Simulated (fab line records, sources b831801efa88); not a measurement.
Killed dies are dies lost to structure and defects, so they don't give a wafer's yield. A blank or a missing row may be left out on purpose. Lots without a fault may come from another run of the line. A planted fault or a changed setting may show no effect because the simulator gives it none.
One fault seen from 2 desks | flow sky130 | each desk has only its own numbers; what lay behind them comes last

THE METROLOGY DESK
What the gauges read, lot by lot, whatever tool the lot ran on: means of the sampled wafers that have a number. A lot is out of limits, marked OUT, if its mean lies more than 4 standard deviations from the usual mean; the brackets give that distance.
Columns: A = CAPM_CVD_00_THK at SKY_CAPM_THK_MEAS_01, usual 15.60 nm
lot  | first seen here | A
L206 | day 36 14:04    | 15.43
L208 | day 37 09:38    | 15.65
L210 | day 38 07:04    | 15.59
L212 | day 38 21:20    | 15.50
L213 | day 39 13:55    | 15.69
L220 | day 41 06:22    | 15.64
L223 | day 42 00:46    | 15.59
L224 | day 42 09:07    | 15.32
L225 | day 42 12:56    | 15.40
L226 | day 43 02:32    | 15.49
L228 | day 43 16:37    | 15.75
This desk's finding: nothing out of limits on any of the 11 lots.

THE TOOL OWNER'S DESK: rie_diel-01
The tool's own readings at SKY_VIA2_ETCH_14 (etches BARC in N2/H2, stops on SiO2, time 45.9 s, target depth 60 nm): means of the sampled wafers that have a number, for each lot that ran on this tool. A lot is out of limits, marked OUT, if its mean lies more than 4 standard deviations from the usual mean; the brackets give that distance.
Columns: A = bias_w at SKY_VIA2_ETCH_14, usual 100.02 W; B = drypump_motor_current_A at SKY_VIA2_ETCH_14, usual 5.8 A; C = oes_product_au at SKY_VIA2_ETCH_14, usual 0.855 a.u.; D = throttle_valve_pct at SKY_VIA2_ETCH_14, usual 13.225 %
lot  | first seen here | A                | B   | C     | D
L208 | day 37 07:58    | 99.86            | 5.8 | 0.853 | 13.223
L210 | day 38 05:32    | 100.36           | 6.1 | 0.856 | 13.213
L212 | day 38 19:46    | 97.99 (-7.5) OUT | 6.1 | 0.854 | 13.222
L213 | day 39 12:22    | 98.06 (-7.3) OUT | 6.0 | 0.855 | 13.224
L224 | day 42 07:31    | 99.83            | 5.9 | 0.856 | 13.221
L228 | day 43 15:01    | 100.20           | 5.8 | 0.857 | 13.226
This desk's finding: out of limits on L212, L213; first on L212, day 38 19:46 (bias_w at SKY_VIA2_ETCH_14). In limits: L208, L210, L224, L228.

PUT TOGETHER
The tool owner's desk could have raised an alarm at day 38 19:46, on L212, L213.
The metrology desk saw nothing out of limits.
The metrology desk has L212, L213 on record, within its limits.
Of the lots named, all ran SKY_VIA2_ETCH_14 on rie_diel-01.

WHAT THE SIMULATOR HAD PUT IN
Process parameter drift: rie_diel-01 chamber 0, from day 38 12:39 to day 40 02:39, at SKY_VIA2_ETCH_14. Setting bias_w, moved by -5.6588, from 100. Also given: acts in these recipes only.
Lots struck among those shown: L212, L213.
Hours from the fault's start to each desk's first reading out of limits: the tool owner's desk, 7.
